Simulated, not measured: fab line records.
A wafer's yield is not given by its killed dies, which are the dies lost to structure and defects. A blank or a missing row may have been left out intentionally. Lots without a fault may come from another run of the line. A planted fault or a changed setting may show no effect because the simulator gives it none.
Chamber matching | flow gf180mcu | cmp-01 running GF_V5_CMP_26: 4 sister chambers
The step polishes, stops on SiO2, t overpolish 15 s, target thk 0 nm. 24 wafers are shown with their chamber, then 12 later ones without.

== WAFERS, EACH WITH ITS CHAMBER ==
wafer  | chamber | motor current A (A) | time to endpoint s (s) | overpolish run s (s)
L074.3 | 0       | 10.6                | 90                     | 15.007
L074.5 | 1       | 9.4                 | 91                     | 15.002
L074.6 | 0       | 10.0                | 90                     | 14.993
L077.2 | 3       | 12.6                | 92                     | 14.991
L077.3 | 1       | 9.9                 | 91                     | 15.011
L077.4 | 0       | 9.8                 | 93                     | 14.994
L078.3 | 3       | 13.0                | 92                     | 15.002
L078.4 | 2       | 12.7                | 84                     | 14.995
L078.6 | 0       | 9.7                 | 87                     | 14.993
L080.2 | 0       | 10.2                | 90                     | 14.976
L080.3 | 3       | 13.6                | 90                     | 15.012
L080.4 | 2       | 12.1                | 82                     | 15.003
L084.3 | 2       | 12.6                | 83                     | 14.998
L084.5 | 0       | 10.2                | 85                     | 15.000
L084.6 | 3       | 13.2                | 87                     | 15.000
L085.1 | 0       | 10.0                | 87                     | 14.999
L085.2 | 2       | 12.2                | 84                     | 15.012
L085.5 | 0       | 9.9                 | 87                     | 15.000
L086.4 | 3       | 13.6                | 92                     | 14.986
L086.5 | 2       | 12.9                | 85                     | 15.001
L086.6 | 1       | 9.2                 | 86                     | 14.997
L087.1 | 2       | 12.6                | 81                     | 15.017
L087.2 | 3       | 12.6                | 89                     | 14.989
L087.4 | 1       | 9.2                 | 85                     | 15.027

SIGNATURES (averages over the wafers above)
reading            | chamber 0 | chamber 1 | chamber 2 | chamber 3 | scatter within a chamber
motor current A    | 10.050    | 9.425     | 12.517    | 13.100    | 0.345
time to endpoint s | 88.62     | 88.25     | 83.17     | 90.33     | 2.33
overpolish run s   | 14.99525  | 15.00925  | 15.00433  | 14.99667  | 0.00985
Rule: for a wafer and a chamber, the distance is found by dividing, reading by reading, the gap between the wafer's reading and the chamber's mean by the reading's scatter, squaring, summing and taking the root. The wafer belongs to the nearest chamber; if the next one is less than 2 further off, it can't be placed. The scatter is the square root of a quotient: the sum, over the shown wafers, of each reading's squared deviation from its chamber's mean, divided by wafers minus chambers.

== WAFERS WITH NO CHAMBER GIVEN ==
wafer  | motor current A (A) | time to endpoint s (s) | overpolish run s (s)
L089.2 | 9.7                 | 86                     | 14.989
L089.4 | 9.8                 | 85                     | 15.002
L089.6 | 13.6                | 81                     | 14.982
L093.2 | 9.7                 | 89                     | 15.002
L093.3 | 9.7                 | 89                     | 15.008
L093.6 | 11.9                | 85                     | 14.989
L094.2 | 12.8                | 93                     | 14.984
L094.5 | 9.6                 | 87                     | 14.997
L094.6 | 12.2                | 84                     | 14.978
L096.1 | 12.5                | 89                     | 14.996
L096.2 | 9.8                 | 93                     | 15.007
L096.6 | 9.3                 | 94                     | 14.996

== EACH ONE'S CHAMBER ==
wafer  | from the rows above     | in truth
L089.2 | can't be placed: 0 or 1 | 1
L089.4 | can't be placed: 0 or 1 | 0
L089.6 | can't be placed: 2 or 3 | 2
L093.2 | can't be placed: 1 or 0 | 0
L093.3 | can't be placed: 1 or 0 | 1
L093.6 | can't be placed: 2 or 3 | 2
L094.2 | 3                       | 3
L094.5 | can't be placed: 1 or 0 | 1
L094.6 | can't be placed: 2 or 3 | 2
L096.1 | can't be placed: 3 or 2 | 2
L096.2 | can't be placed: 1 or 0 | 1
L096.6 | can't be placed: 1 or 0 | 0
Correct placement for 1 of the 12. These rows do not allow placing 11 (true chamber among the candidates in 11). Wrongly placed: 0.
